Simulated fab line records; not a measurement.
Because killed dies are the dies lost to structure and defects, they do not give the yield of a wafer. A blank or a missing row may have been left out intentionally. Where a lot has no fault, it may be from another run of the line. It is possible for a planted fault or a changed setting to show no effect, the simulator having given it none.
Which tool was responsible? :: flow gf180mcu :: Sampling: 9 lots, 26 wafers, 3 of 602 route steps

== WHAT THE GAUGES SHOWED, per wafer ==
GF_V5_RS_MEAS_24: uses a four-point probe to measure.
lot: L935
measured: day 27 11:40
on: film-metro-03
V5_W_RS (ohm/sq): 0.325 0.322 0.326

lot: L936
measured: day 27 13:20
on: film-metro-04
V5_W_RS (ohm/sq): 0.328 0.328 0.329

lot: L937
measured: day 28 08:08
on: film-metro-02
V5_W_RS (ohm/sq): 0.324 0.327 0.323

lot: L938
measured: day 28 08:50
on: film-metro-03
V5_W_RS (ohm/sq): 0.327 0.327 0.325

lot: L939
measured: day 28 13:10
on: film-metro-02
V5_W_RS (ohm/sq): 0.326 0.326 0.322

lot: L940
measured: day 28 18:16
on: film-metro-02
V5_W_RS (ohm/sq): 0.321 0.326 0.325

lot: L946
measured: day 30 21:59
on: film-metro-04
V5_W_RS (ohm/sq): 0.202 0.328

lot: L951
measured: day 31 22:41
on: film-metro-03
V5_W_RS (ohm/sq): 0.333 0.339 0.334

lot: L957
measured: day 33 06:07
on: film-metro-03
V5_W_RS (ohm/sq): 0.329 0.327 0.332

== WHAT TOOL EACH LOT RAN ON (gives the tool, then ch and the chambers of the sampled wafers, and finally the start) ==
lot: L935
GF_V5_SPUTTER_22: pvd-sputter-04, day 27 11:31
GF_V5_CVD_23: cvd-w-01 ch 0,1, day 27 11:33

lot: L936
GF_V5_SPUTTER_22: pvd-sputter-02, day 27 13:10
GF_V5_CVD_23: cvd-w-01 ch 0,1, day 27 13:13

lot: L937
GF_V5_SPUTTER_22: pvd-sputter-03, day 28 07:58
GF_V5_CVD_23: cvd-w-02 ch 0,1, day 28 08:01

lot: L938
GF_V5_SPUTTER_22: pvd-sputter-04, day 28 08:40
GF_V5_CVD_23: cvd-w-01 ch 0,1, day 28 08:42

lot: L939
GF_V5_SPUTTER_22: pvd-sputter-04, day 28 13:01
GF_V5_CVD_23: cvd-w-02 ch 0,1, day 28 13:03

lot: L940
GF_V5_SPUTTER_22: pvd-sputter-04, day 28 18:05
GF_V5_CVD_23: cvd-w-02 ch 0,1, day 28 18:09

lot: L946
GF_V5_SPUTTER_22: pvd-sputter-02, day 30 21:50
GF_V5_CVD_23: cvd-w-01 ch 1, day 30 21:53

lot: L951
GF_V5_SPUTTER_22: pvd-sputter-02, day 31 22:32
GF_V5_CVD_23: cvd-w-02 ch 0,1, day 31 22:34

lot: L957
GF_V5_SPUTTER_22: pvd-sputter-02, day 33 05:55
GF_V5_CVD_23: cvd-w-02 ch 0,1, day 33 05:59
- GF_V5_SPUTTER_22: material TiN, target thk 10 nm, time 40 s.
- GF_V5_CVD_23: deposits W, target thk 350 nm, time 104.9 s.

== THE ANSWER, worked out from the rows above alone ==
Rule: usual is defined by the lots themselves. The widest of any qualifying gaps counts: lots, ordered by their means at a reading, are off when they make up no more than a third of the lots, leave a main group of 4 or more, and stand apart from it by 3 or more times the standard deviation of that group's means. If all means in a main group match to the digits the tables above print for the reading, that group is not used. Also off: a lot with no number at a reading for which 4 or more lots have one. All remaining lots with rows at the step are treated as sound.
Off: L946, seen at GF_V5_RS_MEAS_24 (V5_W_RS). Mean 0.327 ohm/sq and standard deviation 0.0036 in the main group.
If a tool, at a process step before that reading, ran all the lots that are off and no sound lot after the first of them, it fits. Gauges at GF_V5_RS_MEAS_24: tried the same way as those tools. Can't be told from this: 2 tools fit, cvd-w-01 at GF_V5_CVD_23, film-metro-04 at GF_V5_RS_MEAS_24.

== WHAT THE SIMULATOR PUT IN ==
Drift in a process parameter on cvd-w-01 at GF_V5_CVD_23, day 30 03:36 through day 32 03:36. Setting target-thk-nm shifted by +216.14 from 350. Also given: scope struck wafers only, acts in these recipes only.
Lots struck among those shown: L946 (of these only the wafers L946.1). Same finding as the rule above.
